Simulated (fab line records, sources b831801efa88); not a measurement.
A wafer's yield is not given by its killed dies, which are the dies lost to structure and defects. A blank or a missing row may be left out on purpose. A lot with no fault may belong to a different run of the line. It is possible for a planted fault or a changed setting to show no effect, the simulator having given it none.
What tool caused it? | flow gf180mcu | at 1 step of a route of 602, 12 lots with 36 wafers sampled

## WHAT THE GAUGES READ, wafer by wafer
GF_CONTACT_CD_MEAS_14: the cd target is 220 nm. Usual: 220.3 nm for cd nm, sd 1.3.
lot  | measured     | on        | cd nm (nm)        | flag
L458 | day 16 07:59 | cd sem-01 | 221.6 220.6 220.9 |
L459 | day 16 17:52 | cd sem-01 | 218.3 217.8 219.2 |
L461 | day 17 16:28 | cd sem-02 | 218.4 218.1 217.5 |
L463 | day 18 05:08 | cd sem-01 | 220.6 219.7 220.6 |
L464 | day 18 16:16 | cd sem-02 | 217.3 217.9 217.3 |
L465 | day 18 23:34 | cd sem-02 | 220.6 222.3 219.6 |
L466 | day 19 08:20 | cd sem-01 | 219.7 219.4 219.3 |
L467 | day 19 17:11 | cd sem-02 | 221.7 221.5 220.5 |
L469 | day 20 07:34 | cd sem-02 | 220.5 222.1 219.7 |
L470 | day 20 16:11 | cd sem-02 | 219.7 218.8 219.1 |
L479 | day 23 22:20 | cd sem-02 | 219.2 217.8 219.0 |
L480 | day 24 04:57 | cd sem-01 | 222.7 221.6 221.3 |

## EACH LOT AND THE TOOL THAT RAN IT (in order: tool; ch and the chambers of the sampled wafers; start)
There is no process step in the record ahead of these readings.

## WHAT THE TOOLS THEMSELVES READ (means of the sampled wafers that have a number; where no wafer has one, the mark that the record gives instead)
The record holds no such reading with a usual standard deviation.

## THE ANSWER, worked out from the rows above alone
Rule: a lot is off if the mean of its wafers that have a number lies more than 3 standard deviations from the usual mean. Also off: a lot with no number at a reading for which 4 or more lots have one. All remaining lots with rows at the step are treated as sound. After the gauges, taken in route order, come the tools' own readings; for these a lot's mean is taken, as printed above. At the first step where some lot is off, the reading lying furthest off is the one used; lots without a number count as furthest.
Nothing can be told from this: no lot is off at any reading shown.

## WHAT WAS PUT IN BY THE SIMULATOR
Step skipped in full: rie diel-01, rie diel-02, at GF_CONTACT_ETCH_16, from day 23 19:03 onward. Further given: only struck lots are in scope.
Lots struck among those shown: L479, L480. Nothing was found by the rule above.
